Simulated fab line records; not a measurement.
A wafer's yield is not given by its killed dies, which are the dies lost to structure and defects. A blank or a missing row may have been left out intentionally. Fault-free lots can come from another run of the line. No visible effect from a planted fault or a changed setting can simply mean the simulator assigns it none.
A struck lot beside a sound one / flow gf180mcu / 14 out of 602 route steps
Sound: the wafers L805.2, L805.3, L805.5. Struck: wafers L800.1, L800.3, L800.5. The cause comes at the end.
Per side, at each step with rows, come the tool, then ch with its chambers, and then its first start. Under that, the readings that differ: sound wafers / struck wafers / difference of the means / sigmas: that difference in standard deviations of wafers without a fault.
alike: same words and numbers on both sides, and readings whose means sit less than 2 such deviations apart. not compared: any withheld reading, any reading some wafer has no value for, any bound like >300 that may hide the same value, and any number with overlapping values for which the record gives no deviation.
Wherever a step has rows on one side only, a row that says differs or no value, or a row with sigmas, the two part there. Non-overlapping numbers with no deviation appear without sigmas and do not part them. A reading missing from all wafers of one side parts the sides only when that side holds two or more wafers.

first, 1 step without rows for these wafers: GF_CONTACT_CVD_00 (deposits SiO2, target thk 300 nm, time 50 s).
GF_CONTACT_THK_MEAS_01:
  sound on filmMetro-03, day 22 13:56; struck on filmMetro-04, day 21 05:41
  alike: CONTACT_CVD_00_THK
GF_CONTACT_CVD_02: deposits SiO2 from TEOS, target thk 860 nm, time 95.992 s.
  sound on pecvd-04 ch 0,2, day 22 13:59; struck on pecvd-03 ch 0,1,2, day 21 05:45
  alike: heaterPowerOuterW, heaterPowerW
GF_CONTACT_THK_MEAS_03:
  sound on filmMetro-01, day 22 14:04; struck on filmMetro-01, day 21 05:49
  alike: CONTACT_CVD_02_THK
GF_CONTACT_CMP_04: polishes SiO2.
  sound on cmp-02 ch 1,2,3, day 22 14:07; struck on cmp-02 ch 1,2,3, day 21 05:59
  alike: motorCurrentA, timeToEndpointS
GF_CONTACT_BOW_MEAS_05:
  sound on filmMetro-03, day 22 14:26; struck on filmMetro-03, day 21 06:11
  alike: CONTACT_BOW
then, 6 steps without rows for these wafers: GF_CONTACT_DEHYDRATE_06 (time 60 s); GF_CONTACT_HMDS_07 (prime time 60 s); GF_CONTACT_COAT_08; GF_CONTACT_COAT_09 (resist thk 1000 nm); GF_CONTACT_SOFTBAKE_10 (time 60 s); GF_CONTACT_EXPOSE_11 (exposes mask Contact, target cd 220 nm).
GF_CONTACT_PEB_12: peb time 90 s.
  struck on lithoTrack-02, day 22 06:37; sound on lithoTrack-04 ch 0, day 23 11:38
  no value came back on the struck wafers for chillPlateTempC (C), exhaustPa (Pa), resistLineTempC (C); on the sound wafers chillPlateTempC (C) reads 23.21 23.20 23.10
then, 1 step without rows for these wafers: GF_CONTACT_DEVELOP_13 (develop time 60 s).

## WHERE THEY PART
Within this record, at GF_CONTACT_PEB_12 only.

WHY: what the simulator had put in
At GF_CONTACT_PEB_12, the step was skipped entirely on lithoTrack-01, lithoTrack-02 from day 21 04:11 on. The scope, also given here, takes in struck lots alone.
